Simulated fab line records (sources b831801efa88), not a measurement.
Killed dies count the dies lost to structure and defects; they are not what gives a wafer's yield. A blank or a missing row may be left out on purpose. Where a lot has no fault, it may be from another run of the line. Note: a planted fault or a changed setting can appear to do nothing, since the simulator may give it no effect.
A struck lot beside a sound one + flow gf180mcu + 17 steps out of a route of 602
Sound: wafers L258.3, L258.4, L258.6. Struck: wafers L271.2, L271.4, L271.6. The cause is named last.
For every step that has rows: the tool of each side, followed by ch and its chambers, followed by its first start. Under that, the readings that differ: sound wafers + struck wafers + difference of the means + sigmas: that difference in standard deviations of wafers without a fault.
alike: readings with means less than 2 such deviations apart, plus words and numbers identical on both sides. not compared: withheld readings, readings lacking a value on some wafer, bounds such as >300 that could conceal the same value, and numbers that have no deviation in the record and whose values overlap.
A row with sigmas, a row that says differs or no value, or rows on one side alone: a step with any of these is where the two part. Non-overlapping numbers with no deviation appear without sigmas and do not part them. A reading that every wafer of one side lacks parts them only if that side has two wafers or more.

GF_V2_THK_MEAS_01:
  struck on film_metro-04, day 24 18:46; sound on film_metro-02, day 20 01:56
  alike: V2_CVD_00_THK
GF_V2_CVD_02: deposits SiO2 from TEOS, target thk 850 nm, time 94.851 s.
  sound on pecvd-01 ch 0,1,2, day 20 01:59; struck on pecvd-03 ch 0,1,2, day 24 18:49
  alike: heater_power_w, rf_fwd_power_W, susceptor_temp_C
GF_V2_THK_MEAS_03:
  struck on film_metro-01, day 24 18:53; sound on film_metro-04, day 20 02:04
  alike: V2_CVD_02_THK
GF_V2_CMP_04: polishes SiO2.
  sound on cmp-01 ch 1,2,3, day 20 02:07; struck on cmp-01 ch 0,2,3, day 24 18:56
  alike: motor_current_A, retaining_ring_pressure_frac, time_to_endpoint_s
GF_V2_BOW_MEAS_05:
  struck on film_metro-04, day 24 19:16; sound on film_metro-01, day 20 02:27
  alike: V2_BOW
then, 7 steps without rows for these wafers: GF_V2_DEHYDRATE_06 (time 60 s); GF_V2_HMDS_07 (prime time 60 s); GF_V2_COAT_08; GF_V2_COAT_09 (resist thk 1000 nm); GF_V2_SOFTBAKE_10 (time 60 s); GF_V2_EXPOSE_11 (exposes mask Via2, target cd 260 nm); GF_V2_PEB_12 (peb time 86.11 s).
GF_V2_DEVELOP_13: develop time 60 s.
  sound on litho_track-01 ch 0, day 21 02:36; struck on litho_track-01 ch 0, day 25 16:37
GF_V2_CD_MEAS_14 targets a cd of 260 nm.
  struck on cd_sem-01, day 25 16:46; sound on cd_sem-02, day 21 02:44
| reading    | sound             | struck            | difference | sigmas |
|------------|-------------------|-------------------|------------|--------|
| cd_nm (nm) | 260.1 260.1 260.1 | 262.8 262.8 261.7 | +2.3       | +2     |
GF_V2_OVL_MEAS_15:
  struck on overlay-02, day 25 16:52; sound on overlay-02, day 21 02:50
  alike: V2_OVL
GF_V2_ETCH_16: etches BARC in N2/H2.
  sound on rie_diel-03 ch 1,2, day 21 02:51; struck on rie_diel-03 ch 0,2,3, day 25 16:54
| reading             | sound             | struck          | difference | sigmas |
|---------------------|-------------------|-----------------|------------|--------|
| model.V2.cd_nm (nm) | 259.7 261.4 261.7 | 263.5 264 262.6 | +2.4       |        |
  alike: drypump_motor_current_A, oes_product_au, rf_fwd_power_W, throttle_valve_pct
GF_V2_ETCH_17: etches SiO2 in C4F8/O2/Ar, stops on TiN, target depth 630 nm.
  sound: rie_diel-03 ch 1,2; struck: rie_diel-03 ch 0,2,3
  alike: oes_product_au, rf_fwd_power_W

## WHERE THEY PART
Only at GF_V2_CD_MEAS_14, within this record. Later steps at which nothing parts them and some readings are alike: GF_V2_OVL_MEAS_15, GF_V2_ETCH_16, GF_V2_ETCH_17.

WHY: the cause the simulator had injected
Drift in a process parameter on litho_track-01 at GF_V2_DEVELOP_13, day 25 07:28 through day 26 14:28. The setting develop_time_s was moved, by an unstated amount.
